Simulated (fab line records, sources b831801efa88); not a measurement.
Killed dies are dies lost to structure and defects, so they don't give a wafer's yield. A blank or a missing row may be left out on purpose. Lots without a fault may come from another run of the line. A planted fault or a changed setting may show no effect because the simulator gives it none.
One fault seen from 2 desks | flow sky130 | each desk has only its own numbers; what lay behind them comes last

THE METROLOGY DESK
What the gauges read, lot by lot, whatever tool the lot ran on: means of the sampled wafers that have a number. A lot is out of limits, marked OUT, if its mean lies more than 4 standard deviations from the usual mean; the brackets give that distance.
Columns: A = INCOMING_BOW at SKY_FIELD_ISO_BOW_MEAS_00, usual 0 um; B = VT_ADJUST_HVTR_TW at SKY_VT_ADJUST_HVTR_TW_MEAS_11, usual 209.4
lot  | first seen here | A  | B
L198 | day 1 15:00     | -0 | 209.0
L200 | day 2 01:00     | -0 | 208.2
L201 | day 2 06:00     | -3 | 210.3
L204 | day 2 21:00     | 1  | 210.1
L205 | day 3 02:01     | 0  | 209.8
L208 | day 3 17:02     | 6  | 210.7
L209 | day 3 22:00     | -2 | 219.8 (+10) OUT
L210 | day 4 03:02     | 4  | 209.9
L211 | day 4 08:00     | -4 | 221.2 (+12) OUT
L212 | day 4 13:00     | -3 | 219.8 (+10) OUT
L219 | day 6 00:01     | 4  | 210.1
L220 | day 6 05:01     | -5 | 209.8
This desk's finding: out of limits on L209, L211, L212; first on L209, day 13 10:20 (VT_ADJUST_HVTR_TW at SKY_VT_ADJUST_HVTR_TW_MEAS_11). In limits: L198, L200, L201, L204, L205, L208, L210, L219, L220.

THE TOOL OWNER'S DESK: implanter-04
The tool's own readings at SKY_VT_ADJUST_HVTR_IMPLANT_09: means of the sampled wafers that have a number, for each lot that ran on this tool. A lot is out of limits, marked OUT, if its mean lies more than 4 standard deviations from the usual mean; the brackets give that distance.
Columns: A = beam_on_s at SKY_VT_ADJUST_HVTR_IMPLANT_09, usual 10.00 s; B = end_station_pressure_torr at SKY_VT_ADJUST_HVTR_IMPLANT_09, usual 5.02e-06 Torr; C = faraday_current_uA at SKY_VT_ADJUST_HVTR_IMPLANT_09, usual 11.84
lot  | first seen here | A                | B                          | C
L198 | day 9 22:25     | 9.84             | 4.99e-06                   | 12.01
L200 | day 10 08:10    | 9.86             | 5.05e-06                   | 12.04
L205 | day 12 00:53    | 9.96             | 4.57e-06                   | 11.89
L208 | day 12 14:26    | 9.72             | 4.92e-06                   | 12.18
L209 | day 13 10:05    | 11.72 (+8.6) OUT | 8.69e-05 (+99 or more) OUT | 10.18 (-6.9) OUT
L211 | day 13 21:40    | 11.91 (+9.5) OUT | 9.29e-05 (+99 or more) OUT | 9.97 (-7.8) OUT
L212 | day 14 04:01    | 12.01 (+10) OUT  | 9.07e-05 (+99 or more) OUT | 9.89 (-8.1) OUT
L220 | day 16 13:59    | 9.98             | 4.83e-06                   | 11.88
This desk's finding: out of limits on L209, L211, L212; first on L209, day 13 10:05 (beam_on_s at SKY_VT_ADJUST_HVTR_IMPLANT_09). In limits: L198, L200, L205, L208, L220.

PUT TOGETHER
The tool owner's desk could have raised an alarm at day 13 10:05, on L209, L211, L212.
The metrology desk could have raised an alarm at day 13 10:20, on L209, L211, L212.
Of the lots named, all ran SKY_VT_ADJUST_HVTR_IMPLANT_09 on implanter-04.

WHAT THE SIMULATOR HAD PUT IN
Process parameter drift: implanter-04, from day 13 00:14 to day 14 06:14, at SKY_VT_ADJUST_HVTR_IMPLANT_09. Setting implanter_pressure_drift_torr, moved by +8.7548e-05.
Process parameter drift: implanter-04, from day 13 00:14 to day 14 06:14, at SKY_VT_ADJUST_HVTR_IMPLANT_09. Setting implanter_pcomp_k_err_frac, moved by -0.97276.
Lots struck among those shown: L209, L211, L212.
Hours from the fault's start to each desk's first reading out of limits: the tool owner's desk, 10; the metrology desk, 10.
